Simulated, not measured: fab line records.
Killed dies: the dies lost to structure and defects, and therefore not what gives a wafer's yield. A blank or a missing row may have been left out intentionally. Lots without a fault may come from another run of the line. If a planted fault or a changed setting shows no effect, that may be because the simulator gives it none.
fab line records + flow gf180mcu
record:
- lots: 14
- wafers: 40
- last-day: 34
route steps=602 shown POLY_GATE@165 HV_LDD@184
lots with no fault: from the same line, run without faults
start-h: hours from the record's first day to the start of the lot's first wafer shown + wait-h: how many hours have passed since the lot's step before this one + " identical to the entry in the row above + L1.1+2: one row covering several wafers at once + - value missing, or start not given + * or withheld: withheld + < > ~ a bound
route shown NAME@n: NAME is a module with steps in the file, n the number in the route of the first one + usual: average and standard deviation across the fault-free wafers + same: alike in all rows + chamber/n: place in a boat + sites: readings site by site + _std_site: how widely they spread, as a standard deviation + _edge_site: outer sites' mean less inner sites' + radius-mm: how far each site lies from the wafer's centre + mask NAME#n: copy n + behind: tool/chamber where the wafer was last shaped + hold: reason for holding the lot/hours on hold/outcome of the hold + device: transistor that didn't switch, given as n, p or np + end of line: the route-end tests of the same wafers + for a step that has no rows: nothing shown but its recipe + killed: count of dies lost to structure and defects at first sort (not the wafer's yield) + map: the dies of a wafer, with x for killed, . for not killed, _ for no die there
set.NAME: setting as actually run; set.NAME@STEP: the setting as run at that earlier step + model.NAME: the simulator's own value behind a step, which no gauge read
steps of the route over a sample of lots; a table a step, a row a wafer
services: the hour from which a tool's chamber was out of use, counted from the record's first day as start-h (under 0 if before that day), plus the number of hours and why
== steps ==
step: GF_POLY_GATE_PEB_08
recipe:
- peb-temp-c: 135
- peb-time-s: 90
- resist: KrF
usual:
- heater-power-total-W: 85.70/0.084
- plate-temp-C: 134.97/0.14
| lot.wafer | tool           | chamber | start-h | wait-h | heater-power-total-W | plate-temp-C |
|-----------|----------------|---------|---------|--------|----------------------|--------------|
| L137.1    | litho-track-01 | 0       | 193.25  | -      | 85.75                | 135.01       |
| L137.5    | "              | 0       | "       | "      | 85.74                | 135.03       |
| L137.6    | "              | 0       | "       | "      | 85.65                | 135.09       |
| L138.3    | litho-track-01 | 0       | 203.62  | -      | 85.52                | 134.88       |
| L138.5    | "              | 0       | "       | "      | 85.83                | 135.14       |
| L138.6    | "              | 0       | "       | "      | 85.77                | 135.08       |
| L139.1    | litho-track-02 | 0       | 216.90  | -      | 85.76                | 135.02       |
| L139.2    | "              | 0       | "       | "      | 85.66                | 135.00       |
| L139.5    | "              | 0       | "       | "      | 85.79                | 134.86       |
| L141.3    | litho-track-01 | 0       | 218.67  | -      | 85.77                | 134.80       |
| L141.4    | "              | 0       | "       | "      | 85.49                | 135.10       |
| L141.5    | "              | 0       | "       | "      | 85.69                | 134.97       |
| L142.2    | litho-track-03 | 0       | 228.15  | -      | 85.81                | 135.03       |
| L142.3    | "              | 0       | "       | "      | 85.66                | 134.92       |
| L142.4    | "              | 0       | "       | "      | 85.72                | 134.92       |
| L145.2    | litho-track-03 | 0       | 254.05  | -      | 94.76                | -            |
| L145.6    | "              | 0       | "       | "      | 85.74                | 134.85       |
| L146.1    | litho-track-03 | 0       | 257.52  | -      | 85.74                | 134.77       |
| L146.2    | "              | 0       | "       | "      | 94.77                | -            |
| L153.1    | litho-track-02 | 0       | 308.59  | -      | 85.71                | 135.14       |
| L153.2    | "              | 0       | "       | "      | 85.82                | 134.89       |
| L153.5    | "              | 0       | "       | "      | 85.61                | 134.85       |
| L155.2    | litho-track-02 | 0       | 323.03  | -      | 85.56                | 134.85       |
| L155.3    | "              | 0       | "       | "      | 85.75                | 135.17       |
| L155.6    | "              | 0       | "       | "      | 85.64                | 134.90       |
| L156.3    | litho-track-03 | 0       | 326.88  | -      | 85.71                | 134.80       |
| L156.4    | "              | 0       | "       | "      | 85.66                | 135.02       |
| L156.5    | "              | 0       | "       | "      | 85.83                | 134.88       |
| L157.3    | litho-track-03 | 0       | 341.33  | -      | 85.79                | 135.14       |
| L157.5    | "              | 0       | "       | "      | 85.72                | 135.02       |
| L157.6    | "              | 0       | "       | "      | 85.71                | 134.92       |
| L158.1    | litho-track-01 | 0       | 345.95  | -      | 85.66                | 134.79       |
| L158.3    | "              | 0       | "       | "      | 85.66                | 134.64       |
| L158.5    | "              | 0       | "       | "      | 85.72                | 134.90       |
| L159.2    | litho-track-02 | 0       | 351.98  | -      | 85.74                | 134.87       |
| L159.3    | "              | 0       | "       | "      | 85.81                | 134.84       |
| L159.6    | "              | 0       | "       | "      | 85.72                | 134.92       |
| L160.3    | litho-track-03 | 0       | 362.53  | -      | 85.67                | 135.17       |
| L160.4    | "              | 0       | "       | "      | 85.66                | 135.24       |
| L160.6    | "              | 0       | "       | "      | 85.59                | 135.16       |
step: GF_POLY_GATE_CD_MEAS_10
recipe:
- target-cd-nm: 280
usual:
- cd-nm: 279.3/1
| lot.wafer | tool      | chamber | start-h | wait-h | cd-nm |
|-----------|-----------|---------|---------|--------|-------|
| L137.1    | cd-sem-01 | -       | 193.60  | 0.1    | 279.5 |
| L137.5    | "         | -       | "       | "      | 277.9 |
| L137.6    | "         | -       | "       | "      | 278.2 |
| L138.3    | cd-sem-01 | -       | 203.94  | 0.1    | 280.6 |
| L138.5    | "         | -       | "       | "      | 280.8 |
| L138.6    | "         | -       | "       | "      | 280.8 |
| L139.1    | cd-sem-01 | -       | 217.25  | 0.1    | 277.8 |
| L139.2    | "         | -       | "       | "      | 278.0 |
| L139.5    | "         | -       | "       | "      | 276.9 |
| L141.3    | cd-sem-02 | -       | 218.99  | 0.1    | 278.8 |
| L141.4    | "         | -       | "       | "      | 277.7 |
| L141.5    | "         | -       | "       | "      | 278.6 |
| L142.2    | cd-sem-01 | -       | 228.49  | 0.1    | 280.3 |
| L142.3    | "         | -       | "       | "      | 281.4 |
| L142.4    | "         | -       | "       | "      | 280.5 |
| L145.2    | cd-sem-01 | -       | 254.39  | 0.1    | 286.7 |
| L145.6    | "         | -       | "       | "      | 279.1 |
| L146.1    | cd-sem-02 | -       | 257.87  | 0.1    | 279.2 |
| L146.2    | "         | -       | "       | "      | 288.1 |
| L153.1    | cd-sem-02 | -       | 308.94  | 0.1    | 277.0 |
| L153.2    | "         | -       | "       | "      | 278.4 |
| L153.5    | "         | -       | "       | "      | 277.7 |
| L155.2    | cd-sem-01 | -       | 323.36  | 0.1    | 277.6 |
| L155.3    | "         | -       | "       | "      | 277.8 |
| L155.6    | "         | -       | "       | "      | 277.9 |
| L156.3    | cd-sem-01 | -       | 327.21  | 0.1    | 279.7 |
| L156.4    | "         | -       | "       | "      | 279.1 |
| L156.5    | "         | -       | "       | "      | 279.9 |
| L157.3    | cd-sem-01 | -       | 341.66  | 0.1    | 278.5 |
| L157.5    | "         | -       | "       | "      | 279.0 |
| L157.6    | "         | -       | "       | "      | 279.3 |
| L158.1    | cd-sem-01 | -       | 346.30  | 0.1    | 279.2 |
| L158.3    | "         | -       | "       | "      | 278.3 |
| L158.5    | "         | -       | "       | "      | 278.5 |
| L159.2    | cd-sem-01 | -       | 352.31  | 0.1    | 278.6 |
| L159.3    | "         | -       | "       | "      | 279.3 |
| L159.6    | "         | -       | "       | "      | 279.5 |
| L160.3    | cd-sem-02 | -       | 362.86  | 0.1    | 279.7 |
| L160.4    | "         | -       | "       | "      | 280.0 |
| L160.6    | "         | -       | "       | "      | 280.2 |
step: GF_POLY_GATE_ETCH_13
recipe:
- target: poly-Si
- target-depth-nm: 198.5
- stop-on: SiO2
- over-etch-frac: 0.403
- chemistry: HBr/Cl2
- icp-w: 400
- bias-w: 100
- pressure-mtorr: 10
- HBr_flow_sccm: 150
- Cl2_flow_sccm: 50
- time-s: 69.6
usual:
- drypump-motor-current-A: 5.6/0.43
- oes-product-au: 0.992/0.0082
- throttle-valve-pct: 33.685/0.0084
| lot.wafer | tool      | chamber | start-h | wait-h | drypump-motor-current-A | oes-product-au | rf-hours-counter-h | throttle-valve-pct |
|-----------|-----------|---------|---------|--------|-------------------------|----------------|--------------------|--------------------|
| L137.1    | rie-si-01 | 3       | 193.81  | -      | 6.0                     | 0.981          | 52                 | 33.683             |
| L137.5    | "         | 2       | "       | "      | 5.6                     | 0.994          | -                  | 33.669             |
| L137.6    | "         | 3       | "       | "      | 6.0                     | 0.990          | -                  | 33.685             |
| L138.3    | rie-si-02 | 1       | 204.11  | -      | 5.4                     | 1.005          | 107                | 33.688             |
| L138.5    | "         | 1       | "       | "      | 5.4                     | 0.991          | -                  | 33.694             |
| L138.6    | "         | 2       | "       | "      | 5.4                     | 0.984          | -                  | 33.683             |
| L139.1    | rie-si-01 | 2       | 217.45  | -      | 5.5                     | 0.991          | 0                  | 33.681             |
| L139.2    | "         | 3       | "       | "      | 6.0                     | 0.983          | 52                 | 33.677             |
| L139.5    | "         | 3       | "       | "      | 6.0                     | 0.988          | -                  | 33.693             |
| L141.3    | rie-si-02 | 3       | 219.16  | -      | 6.2                     | 0.995          | 26                 | 33.684             |
| L141.4    | "         | 0       | "       | "      | 6.5                     | 1.006          | 75                 | 33.688             |
| L141.5    | "         | 2       | "       | "      | 5.4                     | 0.998          | -                  | 33.687             |
| L142.2    | rie-si-01 | 1       | 228.67  | -      | 5.1                     | 0.998          | 86                 | 33.684             |
| L142.3    | "         | 2       | "       | "      | 5.6                     | 0.993          | 0                  | 33.691             |
| L142.4    | "         | 3       | "       | "      | 6.0                     | 0.992          | 52                 | 33.673             |
| L145.2    | rie-si-02 | 2       | 254.57  | -      | 5.4                     | 0.993          | 2                  | 33.681             |
| L145.6    | "         | 0       | "       | "      | 6.5                     | 0.995          | -                  | 33.694             |
| L146.1    | rie-si-02 | 0       | 258.07  | -      | 6.5                     | 0.992          | 75                 | 33.691             |
| L146.2    | "         | 2       | "       | "      | 5.5                     | 0.991          | 2                  | 33.686             |
| L153.1    | rie-si-01 | 2       | 309.15  | -      | 5.6                     | 0.989          | 1                  | 33.684             |
| L153.2    | "         | 1       | "       | "      | 5.1                     | 0.990          | 87                 | 33.683             |
| L153.5    | "         | 1       | "       | "      | 5.1                     | 0.995          | -                  | 33.682             |
| L155.2    | rie-si-01 | 3       | 323.55  | -      | 6.0                     | 0.997          | 53                 | 33.670             |
| L155.3    | "         | 2       | "       | "      | 5.6                     | 1.005          | 1                  | 33.675             |
| L155.6    | "         | 1       | "       | "      | 5.1                     | 1.006          | -                  | 33.692             |
| L156.3    | rie-si-01 | 1       | 327.37  | -      | 5.1                     | 0.997          | 87                 | 33.676             |
| L156.4    | "         | 2       | "       | "      | 5.6                     | 0.991          | 1                  | 33.671             |
| L156.5    | "         | 3       | "       | "      | 6.0                     | 0.987          | -                  | 33.687             |
| L157.3    | rie-si-01 | 0       | 341.82  | -      | 5.3                     | 0.992          | 2                  | 33.672             |
| L157.5    | "         | 3       | "       | "      | 6.0                     | 0.979          | -                  | 33.686             |
| L157.6    | "         | 0       | "       | "      | 5.3                     | 0.986          | -                  | 33.676             |
| L158.1    | rie-si-01 | 2       | 346.51  | -      | 5.5                     | 0.987          | 1                  | 33.686             |
| L158.3    | "         | 3       | "       | "      | 6.0                     | 0.983          | 54                 | 33.676             |
| L158.5    | "         | 1       | "       | "      | 5.1                     | 0.985          | -                  | 33.687             |
| L159.2    | rie-si-01 | 2       | 352.50  | -      | 5.6                     | 0.991          | 1                  | 33.677             |
| L159.3    | "         | 0       | "       | "      | 5.3                     | 0.991          | 2                  | 33.678             |
| L159.6    | "         | 1       | "       | "      | 5.1                     | 0.992          | -                  | 33.678             |
| L160.3    | rie-si-02 | 1       | 363.02  | -      | 5.4                     | 0.972          | 1                  | 33.679             |
| L160.4    | "         | 2       | "       | "      | 5.4                     | 0.993          | 3                  | 33.688             |
| L160.6    | "         | 1       | "       | "      | 5.4                     | 0.987          | -                  | 33.690             |
step: GF_HV_LDD_OVL_MEAS_08
usual:
- HV_LDD_OVL: -0.9/1.2
| lot.wafer | tool       | chamber | start-h | wait-h | HV_LDD_OVL[nm] |
|-----------|------------|---------|---------|--------|----------------|
| L137.1    | overlay-02 | -       | 212.67  | 0.1    | -2.7           |
| L137.5    | "          | -       | "       | "      | -1.8           |
| L137.6    | "          | -       | "       | "      | -2.1           |
| L138.3    | overlay-02 | -       | 223.33  | 0.1    | -1.6           |
| L138.5    | "          | -       | "       | "      | -0.5           |
| L138.6    | "          | -       | "       | "      | -0.8           |
| L139.1    | overlay-01 | -       | 237.07  | 0.1    | 0.8            |
| L139.2    | "          | -       | "       | "      | -0.7           |
| L139.5    | "          | -       | "       | "      | -0.2           |
| L141.3    | overlay-01 | -       | 238.88  | 0.1    | -1.6           |
| L141.4    | "          | -       | "       | "      | -2.3           |
| L141.5    | "          | -       | "       | "      | 0.1            |
| L142.2    | overlay-01 | -       | 248.67  | 0.1    | -2.1           |
| L142.3    | "          | -       | "       | "      | -1.1           |
| L142.4    | "          | -       | "       | "      | 0.6            |
| L145.2    | overlay-02 | -       | 274.62  | 0.1    | -2.0           |
| L145.6    | "          | -       | "       | "      | -2.2           |
| L146.1    | overlay-01 | -       | 279.37  | 0.1    | -1.7           |
| L146.2    | "          | -       | "       | "      | -1.9           |
| L153.1    | overlay-01 | -       | 332.27  | 0.1    | 0.3            |
| L153.2    | "          | -       | "       | "      | -0.4           |
| L153.5    | "          | -       | "       | "      | -0.6           |
| L155.2    | overlay-01 | -       | 347.62  | 0.1    | -1.3           |
| L155.3    | "          | -       | "       | "      | -2.1           |
| L155.6    | "          | -       | "       | "      | -1.1           |
| L156.3    | overlay-02 | -       | 350.68  | 0.1    | -0.9           |
| L156.4    | "          | -       | "       | "      | -1.8           |
| L156.5    | "          | -       | "       | "      | -1.0           |
| L157.3    | overlay-02 | -       | 366.63  | 0.1    | -0.4           |
| L157.5    | "          | -       | "       | "      | -0.2           |
| L157.6    | "          | -       | "       | "      | -1.2           |
| L158.1    | overlay-01 | -       | 373.66  | 0.1    | 1.7            |
| L158.3    | "          | -       | "       | "      | 0.9            |
| L158.5    | "          | -       | "       | "      | 1.6            |
| L159.2    | overlay-01 | -       | 381.32  | 0.1    | -1.8           |
| L159.3    | "          | -       | "       | "      | -0.1           |
| L159.6    | "          | -       | "       | "      | 0.6            |
| L160.3    | overlay-02 | -       | 387.53  | 0.1    | -0.6           |
| L160.4    | "          | -       | "       | "      | -1.3           |
| L160.6    | "          | -       | "       | "      | -0.1           |
step: GF_HV_LDD_CD_MEAS_19
recipe:
- target-cd-nm: 400
usual:
- cd-nm: 399.5/2.6
| lot.wafer | tool      | chamber | start-h | wait-h | cd-nm |
|-----------|-----------|---------|---------|--------|-------|
| L137.1    | cd-sem-01 | -       | 230.10  | 0.1    | 397.6 |
| L137.5    | "         | -       | "       | "      | 396.1 |
| L137.6    | "         | -       | "       | "      | 398.0 |
| L138.3    | cd-sem-01 | -       | 241.39  | 0.1    | 395.4 |
| L138.5    | "         | -       | "       | "      | 395.1 |
| L138.6    | "         | -       | "       | "      | 395.9 |
| L139.1    | cd-sem-02 | -       | 256.00  | 0.1    | 402.1 |
| L139.2    | "         | -       | "       | "      | 404.7 |
| L139.5    | "         | -       | "       | "      | 399.9 |
| L141.3    | cd-sem-01 | -       | 257.59  | 0.1    | 399.2 |
| L141.4    | "         | -       | "       | "      | 400.7 |
| L141.5    | "         | -       | "       | "      | 397.2 |
| L142.2    | cd-sem-01 | -       | 267.52  | 0.1    | 399.1 |
| L142.3    | "         | -       | "       | "      | 399.0 |
| L142.4    | "         | -       | "       | "      | 397.7 |
| L145.2    | cd-sem-02 | -       | 294.57  | 0.1    | 400.0 |
| L145.6    | "         | -       | "       | "      | 400.4 |
| L146.1    | cd-sem-02 | -       | 299.84  | 0.1    | 400.0 |
| L146.2    | "         | -       | "       | "      | 398.7 |
| L153.1    | cd-sem-02 | -       | 353.40  | 0.1    | 396.5 |
| L153.2    | "         | -       | "       | "      | 396.9 |
| L153.5    | "         | -       | "       | "      | 395.9 |
| L155.2    | cd-sem-02 | -       | 368.92  | 0.1    | 400.3 |
| L155.3    | "         | -       | "       | "      | 399.9 |
| L155.6    | "         | -       | "       | "      | 399.8 |
| L156.3    | cd-sem-02 | -       | 372.39  | 0.1    | 402.5 |
| L156.4    | "         | -       | "       | "      | 403.2 |
| L156.5    | "         | -       | "       | "      | 403.1 |
| L157.3    | cd-sem-02 | -       | 389.94  | 0.1    | 399.5 |
| L157.5    | "         | -       | "       | "      | 401.6 |
| L157.6    | "         | -       | "       | "      | 398.5 |
| L158.1    | cd-sem-02 | -       | 397.09  | 0.1    | 401.5 |
| L158.3    | "         | -       | "       | "      | 402.5 |
| L158.5    | "         | -       | "       | "      | 397.9 |
| L159.2    | cd-sem-01 | -       | 404.61  | 0.1    | 397.7 |
| L159.3    | "         | -       | "       | "      | 398.5 |
| L159.6    | "         | -       | "       | "      | 396.0 |
| L160.3    | cd-sem-01 | -       | 410.13  | 0.1    | 402.2 |
| L160.4    | "         | -       | "       | "      | 400.9 |
| L160.6    | "         | -       | "       | "      | 400.4 |
== services ==
| tool      | chamber | start-h | hours | kind           |
|-----------|---------|---------|-------|----------------|
| rie-si-01 | 2       | 195.73  | -     | clean          |
| rie-si-01 | 2       | 195.73  | 19.8  | scheduled-down |
| rie-si-01 | 2       | 195.73  | 19.8  | vent-cycle     |
| rie-si-02 | 3       | 232.80  | 19.1  | repair         |
| rie-si-02 | -       | 244.87  | 2.8   | pm             |
| rie-si-01 | 2       | 249.16  | 8.0   | repair         |
| rie-si-02 | 1       | 273.41  | -     | clean          |
| rie-si-02 | 1       | 273.41  | 18.7  | scheduled-down |
| rie-si-02 | 1       | 273.41  | 18.7  | vent-cycle     |
| rie-si-02 | 2       | 331.47  | 3.6   | repair         |
| rie-si-01 | 3       | 350.12  | 2.9   | repair         |
== key ==
first-sign:
- step: GF_POLY_GATE_PEB_08
- reading: heater-power-total-W
- direction: up
- sigmas: 99+
- usual: 85.70
- struck: 94.77
effect:
- step: GF_POLY_GATE_CD_MEAS_10
- reading: cd-nm
- direction: up
- sigmas: 7.9
- usual: 279.3
- struck: 287.4
met-at GF_POLY_GATE_PEB_08
struck-lots L145,L146
struck-wafers L145.2,L146.2
tester-left-out L145,L146
not-acting-at GF_POLY_GATE_ETCH_13,GF_HV_LDD_OVL_MEAS_08,GF_HV_LDD_CD_MEAS_19
onset-between 228.15 254.05
fault:
- kind: process-parameter-drift
- tool: litho-track-03
- chamber: -
- onset-h: 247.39
- steps: GF_POLY_GATE_PEB_08
- channel: peb-time-s
- offset: *
- shape: step
- end-h: 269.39
- scope: struck-wafers-only
- acts-in: *
- stated: *
tester-left-out: of these lots the tester's yield and bins aren't shown, on N5 and GAA mostly nor the transistor test; their killed dies are dies lost to structure and defects alone, not to doping, threshold or leakage, so they don't give the yield
